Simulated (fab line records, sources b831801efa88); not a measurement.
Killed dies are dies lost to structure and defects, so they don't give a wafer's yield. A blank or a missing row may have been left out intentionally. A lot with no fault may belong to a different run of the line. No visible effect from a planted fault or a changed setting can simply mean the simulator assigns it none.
Chamber matching + flow gf180mcu + GF_SAB_ETCH_11 on rie_diel-02: 4 sister chambers
The step etches SiO2 in C4F8/O2/Ar, target depth 55 nm, time 8.5 s. 4 wafers are shown with their chamber, then 8 later ones without.

== EACH WAFER AND ITS CHAMBER ==
| wafer  | chamber | oes_product_au (a.u.) |
|--------|---------|-----------------------|
| L089.1 | 2       | 0.990                 |
| L089.4 | 0       | 0.997                 |
| L089.5 | 1       | 1.003                 |
| L092.1 | 3       | 1.004                 |

== WAFERS WHOSE CHAMBER IS MISSING ==
| wafer  | oes_product_au (a.u.) |
|--------|-----------------------|
| L092.5 | 0.982                 |
| L092.6 | 0.998                 |
| L095.2 | 0.992                 |
| L095.3 | 0.996                 |
| L095.6 | 0.997                 |
| L096.1 | 0.990                 |
| L096.2 | 1.002                 |
| L096.3 | 0.995                 |

== CHAMBER TAKEN BY EACH ==
| wafer  | from the rows above          | in truth                   |
|--------|------------------------------|----------------------------|
| L092.5 | 2                            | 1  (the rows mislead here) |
| L092.6 | can't be placed: 0 or 1 or 3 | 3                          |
| L095.2 | can't be placed: 2 or 0      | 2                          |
| L095.3 | can't be placed: 0 or 2 or 1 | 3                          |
| L095.6 | can't be placed: 0 or 1      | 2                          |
| L096.1 | 2                            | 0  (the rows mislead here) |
| L096.2 | can't be placed: 1 or 3 or 0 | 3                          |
| L096.3 | can't be placed: 0 or 2 or 1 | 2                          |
Correctly placed: 0 of 8. Not placeable from these rows: 6 (in 4, the candidates include the true chamber). Placed wrongly: 2.
How it was worked out, from the rows above alone: a wafer's distance from a chamber is the root of the sum, over the readings, of the square of ((its reading less the chamber's mean) divided by the reading's scatter). The wafer belongs to the nearest chamber; if the next one is less than 2 further off, it can't be placed. A chamber's mean is the mean of its shown wafers. The scatter: with one shown wafer a chamber, the root of the mean of the squares of how far each hidden wafer lies from its nearest shown one.
